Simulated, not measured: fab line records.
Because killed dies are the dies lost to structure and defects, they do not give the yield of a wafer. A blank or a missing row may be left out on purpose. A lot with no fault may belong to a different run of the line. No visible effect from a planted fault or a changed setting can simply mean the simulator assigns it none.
Which of the tools did it? | flow gf180mcu | 42 wafers from 14 lots sampled at 3 of the route's 602 steps

WHAT EACH GAUGE READ, for each wafer
GF_V3_THK_MEAS_25: measures by xrf. Usual: for V3_W_THK the level is 342 nm and the standard deviation is 8.2.
lot  | measured     | on            | V3_W_THK (nm) | flag
L739 | day 22 08:10 | film-metro-04 | 347 346 348   |
L740 | day 22 17:23 | film-metro-04 | 355 335 355   |
L741 | day 22 19:16 | film-metro-04 | 332 355 355   |
L742 | day 23 10:38 | film-metro-03 | 335 339 334   |
L743 | day 24 03:26 | film-metro-04 | 338 347 345   |
L744 | day 24 15:35 | film-metro-04 | 345 340 342   |
L745 | day 24 16:31 | film-metro-04 | 331 356 353   |
L747 | day 25 22:55 | film-metro-02 | 330 328 350   |
L753 | day 27 00:34 | film-metro-04 | 337 356 351   |
L754 | day 27 20:00 | film-metro-02 | 347 335 344   |
L757 | day 28 02:43 | film-metro-04 | 336 354 332   |
L758 | day 28 08:58 | film-metro-04 | 328 350 350   |
L759 | day 28 10:39 | film-metro-03 | 332 330 352   |
L760 | day 28 19:04 | film-metro-03 | 340 342 338   |

EACH LOT AND THE TOOL THAT RAN IT (in order: tool; ch and the chambers of the sampled wafers; start)
lot  | GF_V3_CMP_04                  | GF_V3_ETCH_17
L739 | cmp-01 ch 2,3, day 21 07:16   | rie-diel-02 ch 0,3, day 22 08:10 or earlier
L740 | cmp-01 ch 1,2,3, day 21 16:51 | rie-diel-04 ch 0,2,3, day 22 17:23 or earlier
L741 | cmp-01 ch 0,1,3, day 21 18:22 | rie-diel-04 ch 1,3, day 22 19:16 or earlier
L742 | cmp-02 ch 1,2,3, day 22 10:46 | rie-diel-04 ch 1,2,3, day 23 10:38 or earlier
L743 | cmp-02 ch 0,1,3, day 23 04:06 | rie-diel-04 ch 0,2, day 24 03:26 or earlier
L744 | cmp-01 ch 0,1,2, day 23 16:17 | rie-diel-04 ch 0,1,3, day 24 15:35 or earlier
L745 | cmp-02 ch 1,2,3, day 23 17:17 | rie-diel-03 ch 1,2, day 24 16:31 or earlier
L747 | cmp-01 ch 0,3, day 25 00:25   | rie-diel-03 ch 0,3, day 25 22:55 or earlier
L753 | cmp-02 ch 1,2,3, day 26 02:50 | rie-diel-02 ch 1,2,3, day 27 00:34 or earlier
L754 | cmp-01 ch 2,3, day 26 23:15   | rie-diel-02 ch 0,3, day 27 20:00 or earlier
L757 | cmp-02 ch 0,3, day 27 06:15   | rie-diel-03 ch 1,2, day 28 02:43 or earlier
L758 | cmp-01 ch 1,2,3, day 27 12:15 | rie-diel-02 ch 1,3, day 28 08:58 or earlier
L759 | cmp-01 ch 2,3, day 27 13:25   | rie-diel-03 ch 1,2, day 28 10:39 or earlier
L760 | cmp-02 ch 0,2,3, day 27 22:16 | rie-diel-03 ch 0,3, day 28 19:04 or earlier
- GF_V3_CMP_04: polishes SiO2.
- GF_V3_ETCH_17: etches SiO2 in C4F8/O2/Ar, stops on TiN, target depth 635 nm.

WHAT THE TOOLS THEMSELVES READ (means of the sampled wafers that have a number; where no wafer has one, the mark that the record gives instead)
GF_V3_CMP_04. Usual: motor-current-A 11.7 A, standard deviation 0.98; platen-rpm 60.00 rpm, standard deviation 0.039; slurry-flow-ml-min 150.0, standard deviation 0.45; time-to-endpoint-s 80 s, standard deviation 6.4.
lot  | tool   | motor-current-A (A) | platen-rpm (rpm) | slurry-flow-ml-min | time-to-endpoint-s (s) | flag
L739 | cmp-01 | 11.9                | 60.03            | 150.0              | 83                     |
L740 | cmp-01 | 11.8                | 59.97            | 150.1              | 80                     |
L741 | cmp-01 | 12.3                | 59.98            | 150.0              | 80                     |
L742 | cmp-02 | 11.1                | 60.01            | 149.6              | 84                     |
L743 | cmp-02 | 12.0                | 59.98            | 150.2              | 85                     |
L744 | cmp-01 | 12.6                | 59.97            | 149.9              | 85                     |
L745 | cmp-02 | 11.4                | 59.99            | 150.0              | 83                     |
L747 | cmp-01 | 11.2                | 59.98            | 149.8              | 71                     |
L753 | cmp-02 | 11.3                | 60.00            | 150.1              | 78                     |
L754 | cmp-01 | 11.7                | 60.04            | 149.9              | 79                     |
L757 | cmp-02 | 11.3                | 60.00            | 150.2              | 88                     |
L758 | cmp-01 | 11.9                | 59.99            | 149.6              | 85                     |
L759 | cmp-01 | 12.2                | 60.01            | 149.7              | 87                     |
L760 | cmp-02 | 10.8                | 60.00            | 149.7              | 86                     |

GF_V3_ETCH_17. Usual: oes-product-au reads 0.856 a.u. (standard deviation 0.0045).
lot  | tool        | oes-product-au (a.u.) | flag
L739 | rie-diel-02 | 0.855                 |
L740 | rie-diel-04 | 0.852                 |
L741 | rie-diel-04 | 0.852                 |
L742 | rie-diel-04 | 0.861                 |
L743 | rie-diel-04 | 0.857                 |
L744 | rie-diel-04 | 0.859                 |
L745 | rie-diel-03 | 0.855                 |
L747 | rie-diel-03 | 0.853                 |
L753 | rie-diel-02 | 0.861                 |
L754 | rie-diel-02 | 0.855                 |
L757 | rie-diel-03 | 0.862                 |
L758 | rie-diel-02 | 0.853                 |
L759 | rie-diel-03 | 0.860                 |
L760 | rie-diel-03 | 0.858                 |

THE ANSWER, worked out from the rows above alone
Rule: take the mean of a lot's wafers that have a number; if it is more than 3 standard deviations from the usual mean, the lot is off. Also off: a lot with no number at a reading for which 4 or more lots have one. The other lots that the step has rows for count as sound. First the gauges in route order, then the tools' own readings, where a lot's mean is used as printed above. At the first step where some lot is off, the reading lying furthest off is the one used; lots without a number count as furthest.
Across all readings shown, no lot is off: no conclusion can be drawn from this.

WHAT THE SIMULATOR PUT IN
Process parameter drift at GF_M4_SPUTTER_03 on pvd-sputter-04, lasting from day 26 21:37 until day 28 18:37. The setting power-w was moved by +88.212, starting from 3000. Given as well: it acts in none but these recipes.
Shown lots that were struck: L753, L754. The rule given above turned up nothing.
